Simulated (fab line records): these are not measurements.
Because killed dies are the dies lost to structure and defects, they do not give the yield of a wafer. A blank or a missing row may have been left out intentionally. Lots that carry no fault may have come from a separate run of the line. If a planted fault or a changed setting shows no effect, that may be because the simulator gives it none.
fab line records + flow sky130
record
- lots=6
- wafers=18
- last-day=50
route steps=708 shown FIELD_ISO@1 PAD_OPEN@708
lots untouched by any fault: they come from a run of this same line in which no faults occurred
start-h: start of the lot's first displayed wafer, in hours after the record's first day + wait-h: hours elapsed since this lot's preceding step + " identical to the entry in the row above + L1.1+2: a row that stands for several wafers + - no value, or no start given + * or withheld: withheld + < > ~ a bound
route shown NAME@n: names a module that has steps shown in the file, with the first one's number in the route + usual: mean/standard deviation of fault-free wafers + same: alike in all rows + chamber/n: place in a boat + sites: each site's reading + _std_site: how widely they spread, as a standard deviation + _edge_site: inner sites' mean taken away from outer sites' mean + radius-mm: how far each site lies from the wafer's centre + mask NAME#n: copy n + behind: the last tool/chamber to shape the wafer + hold: why the lot was held/for how many hours/how that ended + device: which transistor (n, p or np) failed to switch + end of line: tests run on the same wafers once the route is complete + for a step that has no rows: nothing shown but its recipe + killed: count of dies lost to structure and defects at first sort (not the wafer's yield) + map: a wafer's dies, marking killed ones x, the rest . and places with no die _
set.NAME: the run value of the setting; set.NAME@STEP: its run value at that earlier step + model.NAME: the simulator's own value behind a step, which no gauge read
certain route steps with their lots: each step a table, each wafer a row
services: a tool's chamber out of use, with start hour (start-h, from the record's first day; less than 0 if before it), hours out, and reason
## steps
# step SKY_FIELD_ISO_BOW_MEAS_00
# recipe
- mode=bow
# usual
- INCOMING_BOW=0/5.8
| lot.wafer | tool          | chamber | start-h | wait-h | INCOMING_BOW[um] |
|-----------|---------------|---------|---------|--------|------------------|
| L231.4    | film-metro-01 | -       | 30.06   | -      | 1                |
| L231.5    | "             | -       | "       | "      | 8                |
| L231.6    | "             | -       | "       | "      | 7                |
| L236.1    | film-metro-03 | -       | 55.00   | -      | 6                |
| L236.2    | "             | -       | "       | "      | -10              |
| L236.3    | "             | -       | "       | "      | -1               |
| L240.1    | film-metro-02 | -       | 75.00   | -      | 4                |
| L240.4    | "             | -       | "       | "      | -4               |
| L240.6    | "             | -       | "       | "      | -12              |
| L244.4    | film-metro-01 | -       | 95.06   | -      | -2               |
| L244.5    | "             | -       | "       | "      | -3               |
| L244.6    | "             | -       | "       | "      | 4                |
| L246.2    | film-metro-01 | -       | 105.02  | -      | -4               |
| L246.4    | "             | -       | "       | "      | 3                |
| L246.6    | "             | -       | "       | "      | 4                |
| L248.1    | film-metro-03 | -       | 115.00  | -      | 8                |
| L248.3    | "             | -       | "       | "      | 11               |
| L248.5    | "             | -       | "       | "      | 2                |
# step SKY_FIELD_ISO_OXIDATION_01
# recipe
- temp-c=900
- ambient=O2
- stabilise-s=600
- purge-s=300
- target-thk-a=120
- ox-time-s=1843
# step SKY_FIELD_ISO_THK_MEAS_02
# recipe
- reads=SiO2_of_FIELD_ISO_OXIDATION_01
# usual
- FIELD_ISO_OXIDATION_00_THK=11.90/0.23
| lot.wafer | tool          | chamber | start-h | wait-h | FIELD_ISO_OXIDATION_00_THK[nm] |
|-----------|---------------|---------|---------|--------|--------------------------------|
| L231.4    | film-metro-03 | -       | 31.66   | 0.0    | 11.68                          |
| L231.5    | "             | -       | "       | "      | 11.91                          |
| L231.6    | "             | -       | "       | "      | 11.58                          |
| L236.1    | film-metro-01 | -       | 56.63   | 0.0    | 11.96                          |
| L236.2    | "             | -       | "       | "      | 11.90                          |
| L236.3    | "             | -       | "       | "      | 11.88                          |
| L240.1    | film-metro-02 | -       | 77.37   | 0.0    | 12.06                          |
| L240.4    | "             | -       | "       | "      | 11.85                          |
| L240.6    | "             | -       | "       | "      | 11.93                          |
| L244.4    | film-metro-03 | -       | 96.66   | 0.0    | 12.14                          |
| L244.5    | "             | -       | "       | "      | 12.03                          |
| L244.6    | "             | -       | "       | "      | 11.96                          |
| L246.2    | film-metro-01 | -       | 109.07  | 0.0    | 12.03                          |
| L246.4    | "             | -       | "       | "      | 12.05                          |
| L246.6    | "             | -       | "       | "      | 12.00                          |
| L248.1    | film-metro-01 | -       | 117.21  | 0.0    | 12.00                          |
| L248.3    | "             | -       | "       | "      | 12.05                          |
| L248.5    | "             | -       | "       | "      | 12.02                          |
# step SKY_FIELD_ISO_CVD_03
# recipe
- material=Si3N4
- precursor=DCS/NH3
- target-thk-nm=165
- temp-c=770
- time-s=2830
- pressure-mtorr=245.8
# step SKY_FIELD_ISO_THK_MEAS_04
# recipe
- reads=Si3N4_of_FIELD_ISO_CVD_03
# usual
- FIELD_ISO_CVD_03_THK=164.4/1.8
| lot.wafer | tool          | chamber | start-h | wait-h | FIELD_ISO_CVD_03_THK[nm] |
|-----------|---------------|---------|---------|--------|--------------------------|
| L231.4    | film-metro-03 | -       | 35.59   | 0.0    | 161.7                    |
| L231.5    | "             | -       | "       | "      | 161.7                    |
| L231.6    | "             | -       | "       | "      | 161.6                    |
| L236.1    | film-metro-02 | -       | 60.13   | 0.0    | 167.9                    |
| L236.2    | "             | -       | "       | "      | 167.3                    |
| L236.3    | "             | -       | "       | "      | 166.3                    |
| L240.1    | film-metro-03 | -       | 79.22   | 0.0    | 166.7                    |
| L240.4    | "             | -       | "       | "      | 166.3                    |
| L240.6    | "             | -       | "       | "      | 165.4                    |
| L244.4    | film-metro-02 | -       | 99.25   | 0.0    | 164.5                    |
| L244.5    | "             | -       | "       | "      | 165.1                    |
| L244.6    | "             | -       | "       | "      | 164.3                    |
| L246.2    | film-metro-03 | -       | 110.92  | 0.0    | 161.6                    |
| L246.4    | "             | -       | "       | "      | 162.5                    |
| L246.6    | "             | -       | "       | "      | 162.3                    |
| L248.1    | film-metro-03 | -       | 119.05  | 0.0    | 165.9                    |
| L248.3    | "             | -       | "       | "      | 166.2                    |
| L248.5    | "             | -       | "       | "      | 167.4                    |
# step SKY_FIELD_ISO_DEHYDRATE_05
# recipe
- temp-c=200
- time-s=60
# step SKY_FIELD_ISO_HMDS_06
# recipe
- prime-time-s=60
- prime-temp-c=120
# step SKY_FIELD_ISO_COAT_07
# recipe
- resist=BARC
- temp-c=withheld
- time-s=withheld
- spin-rpm=3000
- resist-thk-nm=60
# step SKY_FIELD_ISO_COAT_08
# recipe
- resist=KrF-thick
- spin-rpm=3000
- resist-thk-nm=450
# usual
- spin-speed-rpm=3000.0/2.1
| lot.wafer | tool           | chamber | start-h | wait-h | spin-speed-rpm | model.KrF-thick_of_FIELD_ISO_COAT_08.thk-nm |
|-----------|----------------|---------|---------|--------|----------------|---------------------------------------------|
| L231.4    | litho-track-02 | 0       | 43      | -      | 3001.5         | 449.4                                       |
| L231.5    | "              | 0       | "       | "      | 3005.0         | 449.6                                       |
| L231.6    | "              | 0       | "       | "      | 3001.1         | 448.8                                       |
| L236.1    | litho-track-01 | 0       | 68      | -      | 2999.8         | 449.8                                       |
| L236.2    | "              | 0       | "       | "      | 2999.0         | 449.8                                       |
| L236.3    | "              | 0       | "       | "      | 3000.7         | 449.6                                       |
| L240.1    | litho-track-01 | 0       | 87      | -      | 3000.0         | 426                                         |
| L240.4    | "              | 0       | "       | "      | 3000.2         | 427.3                                       |
| L240.6    | "              | 0       | "       | "      | 2998.5         | 427.4                                       |
| L244.4    | litho-track-01 | 0       | 107     | -      | 2996.5         | 425.7                                       |
| L244.5    | "              | 0       | "       | "      | 2999.2         | 424                                         |
| L244.6    | "              | 0       | "       | "      | 2998.9         | 425.3                                       |
| L246.2    | litho-track-02 | 0       | 119     | -      | 2999.4         | 447.8                                       |
| L246.4    | "              | 0       | "       | "      | 2996.5         | 446.9                                       |
| L246.6    | "              | 0       | "       | "      | 3000.8         | 448.9                                       |
| L248.1    | litho-track-04 | 0       | 127     | -      | 2998.5         | 448.9                                       |
| L248.3    | "              | 0       | "       | "      | 3001.1         | 450.5                                       |
| L248.5    | "              | 0       | "       | "      | 2998.1         | 450                                         |
# step SKY_FIELD_ISO_SOFTBAKE_09
# recipe
- temp-c=100
- time-s=90
- resist=KrF-thick
# step SKY_FIELD_ISO_EXPOSE_10
# recipe
- mask-id=FOM
- na=0.68
- source-shape=annular
- sigma-inner=0.4
- sigma-outer=0.8
- target-cd-nm=150
- dose-mj=28
# step SKY_FIELD_ISO_PEB_11
# recipe
- peb-temp-c=withheld
- peb-time-s=withheld
- resist=KrF-thick
# step SKY_FIELD_ISO_DEVELOP_12
# recipe
- develop-time-s=60
- resist=KrF-thick
- dev-temp-c=21
# step SKY_FIELD_ISO_CD_MEAS_13
# recipe
- target-cd-nm=150
# usual
- cd-nm=150.5/1.8
| lot.wafer | tool      | chamber | start-h | wait-h | cd-nm |
|-----------|-----------|---------|---------|--------|-------|
| L231.4    | cd-sem-01 | -       | 52.60   | -      | 150.7 |
| L231.5    | "         | -       | "       | "      | 150.9 |
| L231.6    | "         | -       | "       | "      | 152.0 |
| L236.1    | cd-sem-01 | -       | 75.89   | -      | 149.8 |
| L236.2    | "         | -       | "       | "      | 149.9 |
| L236.3    | "         | -       | "       | "      | 149.5 |
| L240.1    | cd-sem-01 | -       | 96.97   | -      | 149.5 |
| L240.4    | "         | -       | "       | "      | 148.7 |
| L240.6    | "         | -       | "       | "      | 148.7 |
| L244.4    | cd-sem-01 | -       | 116.53  | -      | 147.2 |
| L244.5    | "         | -       | "       | "      | 147.9 |
| L244.6    | "         | -       | "       | "      | 145.7 |
| L246.2    | cd-sem-01 | -       | 128.45  | -      | 150.3 |
| L246.4    | "         | -       | "       | "      | 150.2 |
| L246.6    | "         | -       | "       | "      | 150.6 |
| L248.1    | cd-sem-01 | -       | 137.38  | -      | 152.7 |
| L248.3    | "         | -       | "       | "      | 151.1 |
| L248.5    | "         | -       | "       | "      | 151.6 |
# step SKY_FIELD_ISO_ETCH_14
# recipe
- chemistry=N2/H2
- target=BARC
- ion-energy-ev=200
- source-w=500
- bias-w=100
- pressure-mtorr=30
- n2-flow-sccm=100
- h2-flow-sccm=200
- stop-on=SiO2
- time-s=45.9
- target-depth-a=600
# usual
- chamber-pressure-mTorr=30.00/0.03
- drypump-motor-current-A=5.8/0.46
- oes-product-au=0.855/0.0045
- throttle-valve-pct=13.226/0.009
| lot.wafer | tool        | chamber | start-h | wait-h | chamber-pressure-mTorr | drypump-motor-current-A | oes-product-au | rf-hours-counter-h | throttle-valve-pct |
|-----------|-------------|---------|---------|--------|------------------------|-------------------------|----------------|--------------------|--------------------|
| L231.4    | rie-diel-02 | 2       | 52.66   | 0.0    | 30.03                  | 6.3                     | 0.859          | 114                | 13.229             |
| L231.5    | "           | 3       | "       | "      | 30.06                  | 6.0                     | 0.855          | -                  | 13.223             |
| L231.6    | "           | 2       | "       | "      | 30.01                  | 6.3                     | 0.850          | -                  | 13.228             |
| L236.1    | rie-diel-02 | 2       | 76.01   | 0.1    | 30.14                  | 6.2                     | 0.857          | 114                | 13.234             |
| L236.2    | "           | 1       | "       | "      | 29.95                  | 6.7                     | 0.859          | 118                | 13.217             |
| L236.3    | "           | 3       | "       | "      | 29.99                  | 5.9                     | 0.853          | 16                 | 13.222             |
| L240.1    | rie-diel-04 | 3       | 97.09   | 0.1    | 29.99                  | 6.3                     | 0.849          | 7                  | 13.229             |
| L240.4    | "           | 0       | "       | "      | 29.99                  | 5.1                     | 0.862          | 158                | 13.232             |
| L240.6    | "           | 1       | "       | "      | 29.96                  | 5.8                     | 0.850          | -                  | 13.225             |
| L244.4    | rie-diel-02 | 0       | 116.59  | 0.0    | 30.05                  | 5.5                     | 0.850          | 48                 | 13.224             |
| L244.5    | "           | 0       | "       | "      | 30.07                  | 5.5                     | 0.849          | -                  | 13.235             |
| L244.6    | "           | 1       | "       | "      | 30.01                  | 6.7                     | 0.852          | -                  | 13.230             |
| L246.2    | rie-diel-01 | 3       | 128.55  | 0.1    | 30.02                  | 5.5                     | 0.847          | 134                | 13.224             |
| L246.4    | "           | 1       | "       | "      | 30.00                  | 5.6                     | 0.860          | 79                 | 13.225             |
| L246.6    | "           | 2       | "       | "      | 30.00                  | 5.0                     | 0.850          | -                  | 13.223             |
| L248.1    | rie-diel-04 | 1       | 137.50  | 0.1    | 30.03                  | 5.8                     | 0.855          | 142                | 13.204             |
| L248.3    | "           | 1       | "       | "      | 29.97                  | 5.8                     | 0.857          | -                  | 13.218             |
| L248.5    | "           | 1       | "       | "      | 29.99                  | 5.8                     | 0.845          | -                  | 13.219             |
# step SKY_FIELD_ISO_ETCH_15
# recipe
- chemistry=CHF3/O2
- target-depth-nm=180
- stop-on=Si
- source-w=600
- bias-w=200
- pressure-mtorr=40
- chf3-flow-sccm=50
- O2_flow_sccm=5
- time-s=72
# usual
- chamber-pressure-mTorr=40.00/0.039
- chf3-flow-sccm=50.00/0.15
- drypump-motor-current-A=5.8/0.47
- oes-product-au=0.944/0.0076
- throttle-valve-pct=8.843/0.0085
| lot.wafer | tool        | chamber | start-h | wait-h | chamber-pressure-mTorr | chf3-flow-sccm | drypump-motor-current-A | oes-product-au | rf-hours-counter-h | throttle-valve-pct | model.KrF-thick_of_FIELD_ISO_COAT_08.thk-nm |
|-----------|-------------|---------|---------|--------|------------------------|----------------|-------------------------|----------------|--------------------|--------------------|---------------------------------------------|
| L231.4    | rie-diel-02 | 2       | 52.70   | 0.0    | 39.99                  | 50.02          | 6.4                     | 0.931          | 114                | 8.846              | 230.8                                       |
| L231.5    | "           | 3       | "       | "      | 40.02                  | 50.27          | 5.9                     | 0.940          | -                  | 8.858              | 231                                         |
| L231.6    | "           | 2       | "       | "      | 40.04                  | 49.94          | 6.3                     | 0.930          | -                  | 8.818              | 231.5                                       |
| L236.1    | rie-diel-02 | 2       | 76.05   | 0.0    | 40.07                  | 49.85          | 6.3                     | 0.950          | 115                | 8.845              | 230.9                                       |
| L236.2    | "           | 1       | "       | "      | 39.96                  | 49.78          | 6.7                     | 0.954          | 118                | 8.854              | 237.2                                       |
| L236.3    | "           | 3       | "       | "      | 40.01                  | 49.90          | 6.0                     | 0.952          | 16                 | 8.845              | 231.1                                       |
| L240.1    | rie-diel-04 | 3       | 97.13   | 0.0    | 40.02                  | 50.00          | 6.3                     | 0.949          | 7                  | 8.836              | 207                                         |
| L240.4    | "           | 0       | "       | "      | 39.99                  | 49.86          | 5.1                     | 0.944          | 159                | 8.832              | 212.1                                       |
| L240.6    | "           | 1       | "       | "      | 40.00                  | 49.90          | 5.8                     | 0.948          | -                  | 8.842              | 204.1                                       |
| L244.4    | rie-diel-02 | 0       | 116.63  | 0.0    | 40.02                  | 49.83          | 5.5                     | 0.940          | 48                 | 8.839              | 210.8                                       |
| L244.5    | "           | 0       | "       | "      | 40.03                  | 49.80          | 5.5                     | 0.947          | -                  | 8.850              | 208.6                                       |
| L244.6    | "           | 1       | "       | "      | 40.03                  | 49.87          | 6.7                     | 0.940          | -                  | 8.844              | 211.2                                       |
| L246.2    | rie-diel-01 | 3       | 128.59  | 0.0    | 40.01                  | 50.09          | 5.3                     | 0.933          | 134                | 8.845              | 234.4                                       |
| L246.4    | "           | 1       | "       | "      | 40.02                  | 50.11          | 5.6                     | 0.939          | 79                 | 8.841              | 228.2                                       |
| L246.6    | "           | 2       | "       | "      | 39.87                  | 49.96          | 5.0                     | 0.937          | -                  | 8.836              | 232.4                                       |
| L248.1    | rie-diel-04 | 1       | 137.56  | 0.0    | 39.95                  | 49.79          | 5.8                     | 0.953          | 143                | 8.851              | 228.8                                       |
| L248.3    | "           | 1       | "       | "      | 39.96                  | 49.89          | 5.8                     | 0.953          | -                  | 8.829              | 228.8                                       |
| L248.5    | "           | 1       | "       | "      | 39.95                  | 50.02          | 5.8                     | 0.959          | -                  | 8.843              | 227.2                                       |
# step SKY_FIELD_ISO_STRIP_16
# recipe
- chemistry=O2/N2
- power-w=1400
- pressure-mtorr=1500
- platen-temp-c=withheld
- o2-flow-sccm=3000
- n2-flow-sccm=300
- overash-fraction=0.5
# usual
- chamber-pressure-mTorr=1500.0/1.3
- drypump-motor-current-A=5.5/0.56
- oes-product-au=0.376/0.0055
- strip-time-to-endpoint-s=3.52/0.048
| lot.wafer | tool            | chamber | start-h | wait-h | chamber-pressure-mTorr | drypump-motor-current-A | oes-product-au | rf-hours-counter-h | strip-time-to-endpoint-s |
|-----------|-----------------|---------|---------|--------|------------------------|-------------------------|----------------|--------------------|--------------------------|
| L231.4    | plasma-asher-02 | 1       | 52.79   | 0.1    | 1501.0                 | 5.6                     | 0.378          | -                  | 3.48                     |
| L231.5    | "               | 0       | "       | "      | 1498.9                 | 4.9                     | 0.373          | -                  | 3.49                     |
| L231.6    | "               | 1       | "       | "      | 1500.5                 | 5.5                     | 0.368          | -                  | 3.50                     |
| L236.1    | plasma-asher-01 | 0       | 76.11   | 0.0    | 1499.9                 | 6.6                     | 0.375          | 39                 | 3.49                     |
| L236.2    | "               | 1       | "       | "      | 1499.2                 | 5.5                     | 0.383          | 39                 | 3.57                     |
| L236.3    | "               | 1       | "       | "      | 1501.0                 | 5.5                     | 0.368          | -                  | 3.49                     |
| L240.1    | plasma-asher-01 | 0       | 97.19   | 0.0    | 1499.4                 | 6.6                     | 0.364          | 41                 | 3.23                     |
| L240.4    | "               | 0       | "       | "      | 1500.8                 | 6.6                     | 0.361          | -                  | 3.30                     |
| L240.6    | "               | 0       | "       | "      | 1501.6                 | 6.6                     | 0.361          | -                  | 3.23                     |
| L244.4    | plasma-asher-02 | 0       | 116.72  | 0.1    | 1498.3                 | 4.9                     | 0.369          | -                  | 3.26                     |
| L244.5    | "               | 1       | "       | "      | 1502.8                 | 5.6                     | 0.373          | -                  | 3.23                     |
| L244.6    | "               | 0       | "       | "      | 1501.1                 | 4.9                     | 0.367          | -                  | 3.27                     |
| L246.2    | plasma-asher-03 | 0       | 128.65  | 0.0    | 1500.3                 | 6.1                     | 0.377          | 32                 | 3.52                     |
| L246.4    | "               | 0       | "       | "      | 1498.4                 | 6.1                     | 0.368          | -                  | 3.47                     |
| L246.6    | "               | 1       | "       | "      | 1500.9                 | 5.1                     | 0.375          | -                  | 3.50                     |
| L248.1    | plasma-asher-03 | 1       | 137.65  | 0.1    | 1499.6                 | 5.1                     | 0.378          | 33                 | 3.46                     |
| L248.3    | "               | 0       | "       | "      | 1498.4                 | 6.1                     | 0.373          | -                  | 3.46                     |
| L248.5    | "               | 1       | "       | "      | 1499.5                 | 5.1                     | 0.372          | -                  | 3.45                     |
# step SKY_FIELD_ISO_ETCH_17
# recipe
- target-depth-a=3420
- mask-material=Si3N4
- chemistry=HBr/Cl2/O2
- target=Si
- taper-deg=5
- icp-w=600
- bias-w=150
- pressure-mtorr=15
- HBr_flow_sccm=150
- Cl2_flow_sccm=40
- O2_flow_sccm=6
- time-s=101.3
# usual
- chamber-pressure-mTorr=15.000/0.015
- drypump-motor-current-A=5.8/0.33
- oes-product-au=1.000/0.018
- throttle-valve-pct=25.657/0.014
| lot.wafer | tool      | chamber | start-h | wait-h | chamber-pressure-mTorr | drypump-motor-current-A | oes-product-au | rf-hours-counter-h | throttle-valve-pct |
|-----------|-----------|---------|---------|--------|------------------------|-------------------------|----------------|--------------------|--------------------|
| L231.4    | rie-si-02 | 2       | 52.86   | 0.0    | 14.965                 | 6.1                     | 0.988          | 134                | 25.669             |
| L231.5    | "         | 3       | "       | "      | 15.013                 | 5.5                     | 0.992          | -                  | 25.683             |
| L231.6    | "         | 0       | "       | "      | 14.995                 | 6.0                     | 1.011          | -                  | 25.658             |
| L236.1    | rie-si-01 | 1       | 76.21   | 0.1    | 15.028                 | 6.0                     | 0.974          | 114                | 25.696             |
| L236.2    | "         | 2       | "       | "      | 15.015                 | 5.7                     | 1.002          | 36                 | 25.651             |
| L236.3    | "         | 0       | "       | "      | 15.007                 | 5.4                     | 1.007          | 46                 | 25.660             |
| L240.1    | rie-si-01 | 3       | 97.29   | 0.1    | 15.014                 | 6.1                     | 1.013          | 20                 | 25.633             |
| L240.4    | "         | 2       | "       | "      | 14.998                 | 5.7                     | 0.994          | 36                 | 25.656             |
| L240.6    | "         | 3       | "       | "      | 14.991                 | 6.1                     | 1.012          | -                  | 25.653             |
| L244.4    | rie-si-01 | 3       | 116.79  | 0.0    | 14.986                 | 6.1                     | 1.019          | 20                 | 25.638             |
| L244.5    | "         | 2       | "       | "      | 14.968                 | 5.7                     | 0.988          | -                  | 25.656             |
| L244.6    | "         | 3       | "       | "      | 14.963                 | 6.1                     | 1.024          | -                  | 25.651             |
| L246.2    | rie-si-02 | 3       | 128.75  | 0.1    | 15.013                 | 5.5                     | 1.004          | 67                 | 25.663             |
| L246.4    | "         | 0       | "       | "      | 14.992                 | 6.0                     | 0.997          | 105                | 25.653             |
| L246.6    | "         | 2       | "       | "      | 15.000                 | 6.2                     | 0.986          | -                  | 25.681             |
| L248.1    | rie-si-02 | 1       | 137.75  | 0.1    | 14.999                 | 5.3                     | 1.025          | 19                 | 25.647             |
| L248.3    | "         | 3       | "       | "      | 14.996                 | 5.5                     | 0.993          | 67                 | 25.668             |
| L248.5    | "         | 0       | "       | "      | 15.003                 | 6.0                     | 0.998          | -                  | 25.661             |
# step SKY_PAD_OPEN_PROBE_99
# usual
- killed_at_M0_to_M3=44/6.9
- killed_at_M4_up=3.3/2
- killed-at-contacts=25/5.4
- killed-at-front-end=16/4.6
- killed-at-other=0.2/0.51
- killed-dies=88/8.9
- killed-open=48/6.8
- killed-short=39/5.8
# same
- gross-dies=492
- killed-at-back-side=0
| lot.wafer | tool      | chamber | start-h | wait-h | killed_at_M0_to_M3 | killed_at_M4_up | killed-at-contacts | killed-at-front-end | killed-at-other | killed-dies | killed-open | killed-short |
|-----------|-----------|---------|---------|--------|--------------------|-----------------|--------------------|---------------------|-----------------|-------------|-------------|--------------|
| L231.4    | prober-02 | -       | 1100.28 | 0.2    | 34                 | 5               | 26                 | 17                  | 0               | 82          | 46          | 36           |
| L231.5    | prober-02 | -       | 1100.33 | 0.2    | 28                 | 1               | 26                 | 22                  | 1               | 78          | 48          | 30           |
| L231.6    | prober-02 | -       | 1100.38 | 0.2    | 43                 | 6               | 31                 | 16                  | 0               | 96          | 58          | 38           |
| L236.1    | prober-01 | -       | 1135.61 | 0.1    | 49                 | 7               | 20                 | 9                   | 0               | 85          | 47          | 34           |
| L236.2    | prober-01 | -       | 1135.66 | 0.1    | 42                 | 7               | 25                 | 16                  | 0               | 90          | 50          | 39           |
| L236.3    | prober-01 | -       | 1135.71 | 0.2    | 51                 | 4               | 16                 | 14                  | 0               | 85          | 48          | 37           |
| L246.2    | prober-01 | -       | 1192.40 | 0.1    | 42                 | 0               | 28                 | 23                  | 1               | 94          | 51          | 42           |
| L246.4    | prober-01 | -       | 1192.50 | 0.2    | 43                 | 7               | 26                 | 16                  | 2               | 94          | 49          | 42           |
| L246.6    | prober-01 | -       | 1192.60 | 0.2    | 43                 | 0               | 23                 | 14                  | 1               | 81          | 39          | 42           |
# killed by level:class
L231.4 LI_CONTACT:geometric-particle:open=12 CONTACT:geometric-particle:open=12 METAL2:geometric-particle:short=8 VIA1:geometric-particle:short=6 METAL1:geometric-particle:short=5 FIELD_ISO:geometric-particle:open=4 VIA2:geometric-particle:short=4 VIA3:geometric-particle:open=3
L231.5 LI_CONTACT:geometric-particle:open=9 CONTACT:geometric-particle:open=8 FIELD_ISO:geometric-particle:short=7 VIA1:geometric-particle:open=7 POLY_GATE:geometric-particle:open=6 VIA2:geometric-particle:open=6 VIA3:geometric-particle:open=5 POLY_GATE:geometric-particle:short=4
L231.6 VIA1:geometric-particle:open=15 CONTACT:geometric-particle:open=10 LI_CONTACT:geometric-particle:open=8 CONTACT:geometric-particle:short=7 VIA3:geometric-particle:open=6 FIELD_ISO:geometric-particle:open=5 METAL2:geometric-particle:short=5 METAL3:geometric-particle:short=5
L236.1 VIA1:geometric-particle:open=13 LI_CONTACT:geometric-particle:open=10 METAL1:geometric-particle:short=7 CONTACT:geometric-particle:open=6 VIA3:geometric-particle:open=6 FIELD_ISO:geometric-particle:open=5 METAL2:geometric-particle:short=5 VIA1:geometric-particle:short=5
L236.2 VIA1:geometric-particle:open=15 CONTACT:geometric-particle:open=11 FIELD_ISO:geometric-particle:open=8 VIA1:geometric-particle:short=7 METAL4:geometric-particle:short=6 LI_CONTACT:geometric-particle:open=6 METAL1:geometric-particle:short=5 METAL2:geometric-particle:short=4
L236.3 VIA1:geometric-particle:open=12 METAL1:geometric-particle:short=8 VIA2:geometric-particle:open=8 VIA3:geometric-particle:open=7 FIELD_ISO:geometric-particle:open=6 LI_CONTACT:geometric-particle:open=4 CONTACT:geometric-particle:short=4 VIA3:geometric-particle:short=3
L246.2 VIA1:geometric-particle:open=10 CONTACT:geometric-particle:short=8 VIA1:geometric-particle:short=8 CONTACT:geometric-particle:open=7 LI_CONTACT:geometric-particle:open=7 METAL2:geometric-particle:short=6 FIELD_ISO:geometric-particle:open=5 POLY_GATE:geometric-particle:open=5
L246.4 CONTACT:geometric-particle:open=13 VIA3:geometric-particle:short=8 LI_CONTACT:geometric-particle:open=7 VIA1:geometric-particle:open=7 FIELD_ISO:geometric-particle:open=6 METAL1:geometric-particle:short=5 METAL2:geometric-particle:short=5 FIELD_ISO:geometric-particle:short=4
L246.6 VIA1:geometric-particle:open=10 LI_CONTACT:geometric-particle:open=6 METAL2:geometric-particle:short=6 POLY_GATE:geometric-particle:open=5 CONTACT:geometric-particle:short=5 CONTACT:geometric-particle:open=5 METAL1:geometric-particle:short=5 VIA2:geometric-particle:open=5
## services
| tool            | chamber | start-h | hours | kind           |
|-----------------|---------|---------|-------|----------------|
| rie-si-02       | 1       | 22.53   | 4.5   | repair         |
| rie-diel-04     | -       | 29.30   | 0.4   | repair         |
| rie-diel-01     | 2       | 43.32   | -     | clean          |
| rie-diel-01     | 2       | 43.32   | 18.0  | scheduled-down |
| rie-diel-01     | 2       | 43.32   | 18.0  | vent-cycle     |
| rie-diel-01     | 3       | 53.16   | 8.4   | repair         |
| rie-diel-02     | 0       | 75.65   | 2.2   | repair         |
| plasma-asher-02 | -       | 80.18   | 3.2   | repair         |
| rie-si-02       | -       | 87.53   | 2.8   | pm             |
| plasma-asher-01 | -       | 108.75  | 9.0   | pm             |
| plasma-asher-01 | 0       | 108.75  | 9.0   | vent-cycle     |
| plasma-asher-01 | 1       | 108.75  | 9.0   | vent-cycle     |
| rie-si-02       | 0       | 110.25  | 8.1   | repair         |
| plasma-asher-03 | -       | 117.02  | 1.0   | repair         |
| plasma-asher-01 | 0       | 117.75  | -     | clean          |
| plasma-asher-01 | 1       | 117.75  | -     | clean          |
| rie-diel-04     | 0       | 131.47  | -     | clean          |
| rie-diel-04     | 0       | 131.47  | 16.3  | scheduled-down |
| rie-diel-04     | 0       | 131.47  | 16.3  | vent-cycle     |
| rie-diel-04     | 2       | 133.82  | 26.5  | repair         |
## key
first-sign
- step=SKY_FIELD_ISO_STRIP_16
- reading=strip-time-to-endpoint-s
- direction=down
- sigmas=5.6
- usual=*
- struck=*
effect none on later readings
model-effect
- step=SKY_FIELD_ISO_COAT_08
- value=KrF-thick_of_FIELD_ISO_COAT_08.thk-nm
- without=449.9
- struck=426
model-effect
- step=SKY_FIELD_ISO_ETCH_15
- value=KrF-thick_of_FIELD_ISO_COAT_08.thk-nm
- without=232.9
- struck=209
met-at SKY_FIELD_ISO_COAT_08
struck-wafers L240.1,L240.4,L240.6,L244.4,L244.5,L244.6
tester-left-out L240,L244
onset-between 68 87
fault
- kind=process-parameter-drift
- tool=litho-track-01
- chamber=-
- onset-h=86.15
- steps=SKY_FIELD_ISO_COAT_08
- channel=resist-thk-nm
- offset=-23.976
- shape=step
- end-h=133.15
- acts-in=these-recipes-only
- stated=450
# tester-left-out: of these lots the tester's yield and bins aren't shown, on N5 and GAA mostly nor the transistor test; their killed dies are dies lost to structure and defects alone, not to doping, threshold or leakage, so they don't give the yield
